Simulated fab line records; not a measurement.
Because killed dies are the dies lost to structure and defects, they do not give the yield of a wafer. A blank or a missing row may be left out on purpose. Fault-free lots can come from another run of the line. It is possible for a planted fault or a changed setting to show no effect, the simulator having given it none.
fab line records + flow sky130
[record]
- lots = 6
- wafers = 18
- last-day = 50
route steps=708 shown METAL2@490
lots with no fault: from the same line, run without faults
start-h: start of the lot's first displayed wafer, in hours after the record's first day + wait-h: hours elapsed since this lot's preceding step + " same as the row above + L1.1+2: one row covering several wafers at once + - no value, or no start given + * or withheld: withheld + < > ~ a bound
route shown NAME@n: NAME is a module with steps in the file, n the number in the route of the first one + usual: mean/standard deviation taken from wafers without a fault + same: alike in all rows + chamber/n: place in a boat + sites: readings site by site + _std_site: their standard deviation + _edge_site: inner sites' mean taken away from outer sites' mean + radius-mm: how far each site lies from the wafer's centre + mask NAME#n: copy n + behind: the last tool/chamber to shape the wafer + hold: why the lot went on hold/how many hours it stayed there/how the hold came to an end + device: names the non-switching transistor (n, p or np) + end of line: the route-end tests of the same wafers + a step with no rows: only its recipe + killed: the dies lost at the first sort to structure and to defects; this is not the yield of the wafer + map: a wafer's dies, x killed, . not, _ none there
set.NAME: the setting the step ran with; set.NAME@STEP: the setting that earlier step ran with + model.NAME: the simulator's own value behind a step, which no gauge read
lots seen at some steps along the route; tables by step, rows by wafer
services: a tool's chamber out of use, with start hour (start-h, from the record's first day; less than 0 if before it), hours out, and reason
[[steps]]
[step SKY_METAL2_DEHYDRATE_07]
[recipe]
- temp-c = 200
- time-s = 60
[step SKY_METAL2_HMDS_08]
[recipe]
- prime-time-s = 60
- prime-temp-c = 120
[step SKY_METAL2_COAT_09]
[recipe]
- resist = BARC
- temp-c = withheld
- time-s = withheld
- spin-rpm = 3000
- resist-thk-nm = 60
[step SKY_METAL2_COAT_10]
[recipe]
- resist = KrF-thick
- spin-rpm = 3000
- resist-thk-nm = 450
[step SKY_METAL2_SOFTBAKE_11]
[recipe]
- temp-c = 100
- time-s = 90
- resist = KrF-thick
[step SKY_METAL2_EXPOSE_12]
[recipe]
- mask-id = MM2
- na = 0.8
- source-shape = annular
- sigma-inner = 0.55
- sigma-outer = 0.85
- target-cd-nm = 140
- dose-mj = 28
[step SKY_METAL2_PEB_13]
[recipe]
- peb-temp-c = withheld
- peb-time-s = withheld
- resist = KrF-thick
[step SKY_METAL2_DEVELOP_14]
[recipe]
- develop-time-s = 60
- resist = KrF-thick
- dev-temp-c = 21
[step SKY_METAL2_CD_MEAS_15]
[recipe]
- target-cd-nm = 140
[usual]
- cd-nm = 140.1/1.6
| lot.wafer | tool      | chamber | start-h | wait-h | cd-nm |
|-----------|-----------|---------|---------|--------|-------|
| L936.1    | cd-sem-02 | -       | 801.39  | -      | 138.8 |
| L936.3    | "         | -       | "       | "      | 139.6 |
| L936.5    | "         | -       | "       | "      | 139.8 |
| L945.1    | cd-sem-02 | -       | 882.07  | -      | 143.0 |
| L945.5    | "         | -       | "       | "      | 142.9 |
| L945.6    | "         | -       | "       | "      | 142.1 |
| L946.1    | cd-sem-02 | -       | 886.57  | -      | 140.8 |
| L946.2    | "         | -       | "       | "      | 140.9 |
| L946.3    | "         | -       | "       | "      | 141.4 |
| L954.1    | cd-sem-01 | -       | 975.17  | -      | 138.1 |
| L954.5    | "         | -       | "       | "      | 139.4 |
| L954.6    | "         | -       | "       | "      | 139.5 |
| L955.2    | cd-sem-02 | -       | 977.66  | -      | 137.7 |
| L955.3    | "         | -       | "       | "      | 139.2 |
| L955.4    | "         | -       | "       | "      | 139.3 |
| L957.2    | cd-sem-02 | -       | 988.85  | -      | 138.2 |
| L957.5    | "         | -       | "       | "      | 138.9 |
| L957.6    | "         | -       | "       | "      | 138.6 |
[step SKY_METAL2_OVL_MEAS_16]
[usual]
- METAL2_OVL = 1/5.6
| lot.wafer | tool       | chamber | start-h | wait-h | METAL2_OVL[nm] |
|-----------|------------|---------|---------|--------|----------------|
| L936.1    | overlay-02 | -       | 801.51  | 0.1    | 5              |
| L936.3    | "          | -       | "       | "      | 7              |
| L936.5    | "          | -       | "       | "      | 2              |
| L945.1    | overlay-01 | -       | 882.19  | 0.1    | -2             |
| L945.5    | "          | -       | "       | "      | -8             |
| L945.6    | "          | -       | "       | "      | -5             |
| L946.1    | overlay-01 | -       | 886.69  | 0.1    | 0              |
| L946.2    | "          | -       | "       | "      | 5              |
| L946.3    | "          | -       | "       | "      | 5              |
| L954.1    | overlay-02 | -       | 975.29  | 0.1    | 13             |
| L954.5    | "          | -       | "       | "      | 11             |
| L954.6    | "          | -       | "       | "      | 12             |
| L955.2    | overlay-01 | -       | 977.77  | 0.1    | 1              |
| L955.3    | "          | -       | "       | "      | -3             |
| L955.4    | "          | -       | "       | "      | -3             |
| L957.2    | overlay-01 | -       | 988.96  | 0.1    | 3              |
| L957.5    | "          | -       | "       | "      | -4             |
| L957.6    | "          | -       | "       | "      | -1             |
[step SKY_METAL2_DESCUM_17]
[recipe]
- chemistry = O2
- source-power-w = 150
- bias-power-w = 0
- pressure-mtorr = 10
- temp-c = 40
- time-s = 8
[usual]
- drypump-motor-current-A = 6.0/0.42
- oes-product-au = 0.999/0.011
| lot.wafer | tool         | chamber | start-h | wait-h | drypump-motor-current-A | oes-product-au | rf-hours-counter-h |
|-----------|--------------|---------|---------|--------|-------------------------|----------------|--------------------|
| L936.1    | rie-metal-04 | 0       | 801.55  | 0.0    | 5.7                     | 0.985          | 6                  |
| L936.3    | "            | 0       | "       | "      | 5.7                     | 0.983          | -                  |
| L936.5    | "            | 1       | "       | "      | 5.7                     | 1.005          | -                  |
| L945.1    | rie-metal-03 | 1       | 882.23  | 0.0    | 6.8                     | 0.996          | 4                  |
| L945.5    | "            | 1       | "       | "      | 6.8                     | 1.000          | -                  |
| L945.6    | "            | 0       | "       | "      | 6.1                     | 1.005          | -                  |
| L946.1    | rie-metal-03 | 0       | 886.73  | 0.0    | 6.1                     | 1.000          | 19                 |
| L946.2    | "            | 1       | "       | "      | 6.8                     | 0.997          | 4                  |
| L946.3    | "            | 1       | "       | "      | 6.7                     | 0.997          | -                  |
| L954.1    | rie-metal-02 | 1       | 975.33  | 0.0    | 6.1                     | 0.997          | 12                 |
| L954.5    | "            | 0       | "       | "      | 5.4                     | 1.003          | -                  |
| L954.6    | "            | 1       | "       | "      | 6.1                     | 1.007          | -                  |
| L955.2    | rie-metal-04 | 0       | 977.80  | 0.0    | 5.7                     | 0.983          | 15                 |
| L955.3    | "            | 0       | "       | "      | 5.7                     | 0.995          | -                  |
| L955.4    | "            | 1       | "       | "      | 5.7                     | 1.013          | -                  |
| L957.2    | rie-metal-03 | 0       | 988.99  | 0.0    | 6.1                     | 0.996          | 3                  |
| L957.5    | "            | 0       | "       | "      | 6.1                     | 1.006          | -                  |
| L957.6    | "            | 1       | "       | "      | 6.8                     | 0.996          | -                  |
[step SKY_METAL2_ETCH_18]
[recipe]
- chemistry = N2/H2
- target = BARC
- ion-energy-ev = 200
- bias-w = 100
- pressure-mtorr = 30
- n2-flow-sccm = 100
- h2-flow-sccm = 200
- icp-w = 500
- stop-on = SiO2
- time-s = 45.9
- target-depth-a = 600
[usual]
- bias-w = 100.0/0.3
- chamber-pressure-mTorr = 29.998/0.028
- drypump-motor-current-A = 6.0/0.43
- h2-flow-sccm = 199.9/0.6
- oes-product-au = 0.855/0.0047
- throttle-valve-pct = 13.225/0.0091
| lot.wafer | tool         | chamber | start-h | wait-h | bias-w | chamber-pressure-mTorr | drypump-motor-current-A | h2-flow-sccm | oes-product-au | rf-hours-counter-h | throttle-valve-pct |
|-----------|--------------|---------|---------|--------|--------|------------------------|-------------------------|--------------|----------------|--------------------|--------------------|
| L936.1    | rie-metal-04 | 0       | 801.58  | 0.0    | 100.3  | 30.038                 | 5.7                     | 200.5        | 0.856          | 6                  | 13.219             |
| L936.3    | "            | 0       | "       | "      | 100.6  | 29.997                 | 5.7                     | 200.0        | 0.855          | -                  | 13.228             |
| L936.5    | "            | 1       | "       | "      | 100.0  | 29.991                 | 5.7                     | 201.3        | 0.855          | -                  | 13.216             |
| L945.1    | rie-metal-03 | 1       | 882.26  | 0.0    | 99.6   | 30.026                 | 6.8                     | 199.7        | 0.855          | 4                  | 13.215             |
| L945.5    | "            | 1       | "       | "      | 99.7   | 30.006                 | 6.8                     | 200.6        | 0.851          | -                  | 13.215             |
| L945.6    | "            | 0       | "       | "      | 99.8   | 29.998                 | 6.1                     | 199.2        | 0.855          | -                  | 13.231             |
| L946.1    | rie-metal-03 | 0       | 886.76  | 0.0    | 99.5   | 30.009                 | 6.1                     | 200.0        | 0.851          | 19                 | 13.219             |
| L946.2    | "            | 1       | "       | "      | 100.0  | 30.003                 | 6.8                     | 199.7        | 0.864          | 4                  | 13.227             |
| L946.3    | "            | 1       | "       | "      | 100.3  | 30.015                 | 6.8                     | 199.9        | 0.854          | -                  | 13.236             |
| L954.1    | rie-metal-02 | 1       | 975.37  | 0.0    | 100.1  | 30.005                 | 6.1                     | 198.8        | 0.854          | 12                 | 13.229             |
| L954.5    | "            | 0       | "       | "      | 99.8   | 30.039                 | 5.3                     | 198.4        | 0.859          | -                  | 13.239             |
| L954.6    | "            | 1       | "       | "      | 99.9   | 29.988                 | 6.1                     | 199.0        | 0.850          | -                  | 13.226             |
| L955.2    | rie-metal-04 | 0       | 977.83  | 0.0    | 100.2  | 30.023                 | 5.7                     | 200.0        | 0.850          | 15                 | 13.233             |
| L955.3    | "            | 0       | "       | "      | 99.7   | 29.999                 | 5.7                     | 200.5        | 0.849          | -                  | 13.229             |
| L955.4    | "            | 1       | "       | "      | 100.3  | 30.048                 | 5.7                     | 199.3        | 0.861          | -                  | 13.236             |
| L957.2    | rie-metal-03 | 0       | 989.02  | 0.0    | 100.2  | 30.036                 | 6.1                     | 201.1        | 0.851          | 3                  | 13.223             |
| L957.5    | "            | 0       | "       | "      | 99.5   | 30.027                 | 6.1                     | 199.7        | 0.853          | -                  | 13.218             |
| L957.6    | "            | 1       | "       | "      | 100.0  | 29.974                 | 6.8                     | 200.5        | 0.850          | -                  | 13.205             |
[step SKY_METAL2_METAL_ETCH_19]
[recipe]
- target-depth-a = 3600
- stop-on = SiO2
- over-etch-frac = 0.3
- time-s = 78
- chemistry = Cl2/BCl3
- resist-sidewall-deg = 88
- pressure-mtorr = 10
- icp-w = 900
- bias-w = 48.5
- Cl2_flow_sccm = 60
- bcl3-flow-sccm = 30
[usual]
- bcl3-flow-sccm = 29.99/0.086
- bias-w = 48.50/0.14
- drypump-motor-current-A = 5.9/0.42
- oes-product-au = 0.855/0.0052
- throttle-valve-pct = 22.264/0.01
| lot.wafer | tool         | chamber | start-h | wait-h | bcl3-flow-sccm | bias-w | drypump-motor-current-A | oes-product-au | rf-hours-counter-h | throttle-valve-pct | model.KrF-thick_of_METAL2_COAT_10.thk-nm | model.SiO2_of_VIA1_HDPCVD_00.thk-nm |
|-----------|--------------|---------|---------|--------|----------------|--------|-------------------------|----------------|--------------------|--------------------|------------------------------------------|-------------------------------------|
| L936.1    | rie-metal-04 | 0       | 801.64  | 0.0    | 30.02          | 48.46  | 5.7                     | 0.862          | 6                  | 22.252             | 164.9                                    | 331.2                               |
| L936.3    | "            | 0       | "       | "      | 30.14          | 48.54  | 5.7                     | 0.853          | -                  | 22.258             | 165.5                                    | 330.9                               |
| L936.5    | "            | 1       | "       | "      | 30.07          | 48.21  | 5.7                     | 0.863          | -                  | 22.248             | 156.9                                    | 330.3                               |
| L945.1    | rie-metal-03 | 1       | 882.32  | 0.0    | -              | -      | -                       | -              | -                  | -                  | 392.2                                    | 340                                 |
| L945.5    | "            | 1       | "       | "      | -              | -      | -                       | -              | -                  | -                  | 391.6                                    | 340.4                               |
| L945.6    | "            | 0       | "       | "      | -              | -      | -                       | -              | -                  | -                  | 391                                      | 340.7                               |
| L946.1    | rie-metal-03 | 0       | 886.82  | 0.0    | -              | -      | -                       | -              | -                  | -                  | 393.8                                    | 342.9                               |
| L946.2    | "            | 1       | "       | "      | -              | -      | -                       | -              | -                  | -                  | 394.4                                    | 343.6                               |
| L946.3    | "            | 1       | "       | "      | -              | -      | -                       | -              | -                  | -                  | 393.6                                    | 342.4                               |
| L954.1    | rie-metal-02 | 1       | 975.46  | 0.1    | 29.84          | 48.80  | 6.1                     | 0.855          | 12                 | 22.265             | 154.3                                    | 327.7                               |
| L954.5    | "            | 0       | "       | "      | 29.81          | 48.27  | 5.4                     | 0.859          | -                  | 22.252             | 156.1                                    | 331.4                               |
| L954.6    | "            | 1       | "       | "      | 29.82          | 48.69  | 6.1                     | 0.858          | -                  | 22.269             | 152.5                                    | 329.6                               |
| L955.2    | rie-metal-04 | 0       | 977.89  | 0.0    | 30.04          | 48.39  | 5.7                     | 0.860          | 15                 | 22.256             | 164.8                                    | 329.6                               |
| L955.3    | "            | 0       | "       | "      | 29.99          | 48.35  | 5.7                     | 0.850          | -                  | 22.274             | 165.6                                    | 331.1                               |
| L955.4    | "            | 1       | "       | "      | 30.01          | 48.63  | 5.7                     | 0.855          | -                  | 22.263             | 157.2                                    | 329.2                               |
| L957.2    | rie-metal-03 | 0       | 989.08  | 0.0    | 29.92          | 48.28  | 6.1                     | 0.856          | 3                  | 22.276             | 159.5                                    | 334.3                               |
| L957.5    | "            | 0       | "       | "      | 29.94          | 48.29  | 6.1                     | 0.859          | -                  | 22.266             | 160.8                                    | 332.6                               |
| L957.6    | "            | 1       | "       | "      | 29.87          | 48.65  | 6.8                     | 0.858          | -                  | 22.260             | 161.7                                    | 331.1                               |
[step SKY_METAL2_STRIP_20]
[recipe]
- chemistry = O2/N2
- power-w = 1400
- pressure-mtorr = 1500
- platen-temp-c = withheld
- o2-flow-sccm = 3000
- n2-flow-sccm = 300
- overash-fraction = 0.5
[usual]
- drypump-motor-current-A = 6.0/0.37
- oes-product-au = 0.343/0.005
- strip-time-to-endpoint-s = 2.70/0.049
| lot.wafer | tool            | chamber | start-h | wait-h | drypump-motor-current-A | oes-product-au | rf-hours-counter-h | strip-time-to-endpoint-s |
|-----------|-----------------|---------|---------|--------|-------------------------|----------------|--------------------|--------------------------|
| L936.1    | plasma-asher-01 | 0       | 801.73  | 0.1    | 5.6                     | 0.350          | 6                  | 2.76                     |
| L936.3    | "               | 0       | "       | "      | 5.6                     | 0.343          | -                  | 2.76                     |
| L936.5    | "               | 0       | "       | "      | 5.6                     | 0.339          | -                  | 2.69                     |
| L945.1    | plasma-asher-04 | 1       | 882.41  | 0.1    | 5.7                     | 0.442          | 45                 | 5.19                     |
| L945.5    | "               | 1       | "       | "      | 5.7                     | 0.451          | -                  | 5.19                     |
| L945.6    | "               | 0       | "       | "      | 5.8                     | 0.454          | -                  | 5.19                     |
| L946.1    | plasma-asher-04 | 1       | 886.91  | 0.1    | 5.7                     | 0.441          | 45                 | 5.21                     |
| L946.2    | "               | 0       | "       | "      | 5.8                     | 0.447          | 45                 | 5.23                     |
| L946.3    | "               | 1       | "       | "      | 5.7                     | 0.451          | -                  | 5.21                     |
| L954.1    | plasma-asher-01 | 1       | 975.58  | 0.1    | 6.6                     | 0.334          | 23                 | 2.64                     |
| L954.5    | "               | 0       | "       | "      | 5.6                     | 0.336          | -                  | 2.66                     |
| L954.6    | "               | 1       | "       | "      | 6.6                     | 0.345          | -                  | 2.63                     |
| L955.2    | plasma-asher-04 | 1       | 977.98  | 0.1    | 5.7                     | 0.346          | 55                 | 2.77                     |
| L955.3    | "               | 1       | "       | "      | 5.7                     | 0.347          | -                  | 2.79                     |
| L955.4    | "               | 0       | "       | "      | 5.8                     | 0.341          | -                  | 2.68                     |
| L957.2    | plasma-asher-01 | 1       | 989.17  | 0.1    | 6.6                     | 0.340          | 25                 | 2.69                     |
| L957.5    | "               | 0       | "       | "      | 5.6                     | 0.339          | -                  | 2.72                     |
| L957.6    | "               | 1       | "       | "      | 6.6                     | 0.350          | -                  | 2.71                     |
[step SKY_METAL2_STRIP_21]
[recipe]
- chemistry = post-etch-residue-remover
- time-s = 1200
- temp-c = 72.5
[[services]]
| tool            | chamber | start-h | hours | kind           |
|-----------------|---------|---------|-------|----------------|
| plasma-asher-01 | -       | 780.32  | 0.9   | repair         |
| rie-metal-03    | 1       | 784.20  | -     | clean          |
| rie-metal-03    | 1       | 784.20  | 16.2  | scheduled-down |
| rie-metal-03    | 1       | 784.20  | 16.2  | vent-cycle     |
| rie-metal-03    | 1       | 833.97  | 4.0   | repair         |
| rie-metal-02    | 0       | 846.77  | -     | clean          |
| rie-metal-02    | 0       | 846.77  | 13.5  | scheduled-down |
| rie-metal-02    | 0       | 846.77  | 13.5  | vent-cycle     |
| rie-metal-04    | 1       | 866.01  | -     | clean          |
| rie-metal-04    | 1       | 866.01  | 17.7  | scheduled-down |
| rie-metal-04    | 1       | 866.01  | 17.7  | vent-cycle     |
| rie-metal-02    | -       | 870.25  | 28.1  | pm             |
| rie-metal-04    | -       | 904.69  | 0.1   | repair         |
| rie-metal-03    | 0       | 905.21  | -     | clean          |
| rie-metal-03    | 0       | 905.21  | 28.9  | scheduled-down |
| rie-metal-03    | 0       | 905.21  | 28.9  | vent-cycle     |
| rie-metal-02    | 0       | 911.27  | 20.4  | repair         |
| rie-metal-04    | -       | 946.55  | 0.8   | repair         |
| plasma-asher-04 | -       | 947.46  | 2.5   | repair         |
[[key]]
[first-sign]
- step = SKY_METAL2_METAL_ETCH_19
- reading = tool-record
- direction = missing
[effect]
- step = SKY_METAL2_STRIP_20
- reading = strip-time-to-endpoint-s
- direction = up
- sigmas = 51
- usual = *
- struck = *
[model-effect]
- step = SKY_METAL2_METAL_ETCH_19
- value = KrF-thick_of_METAL2_COAT_10.thk-nm
- without = 158.9
- struck = 392.8
met-at SKY_METAL2_METAL_ETCH_19
struck-wafers L945.1,L945.5,L945.6,L946.1,L946.2,L946.3
later-rows-left-out L945.1,L945.5,L945.6,L946.1,L946.2,L946.3
sort-left-out L945.1,L945.5,L945.6,L946.1,L946.2,L946.3
[fault]
- kind = skipped-step-whole
- tool = rie-metal-03
- chamber = -
- onset-h = 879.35
- steps = SKY_METAL2_METAL_ETCH_19
- scope = struck-lots-only
// sort-left-out: the simulated sort isn't trusted on such a fault, so these wafers' sort isn't shown, and their yield isn't known
// later-rows-left-out: the simulator's readings of these wafers behind a module that went badly wrong aren't trusted and aren't shown, but for the sort
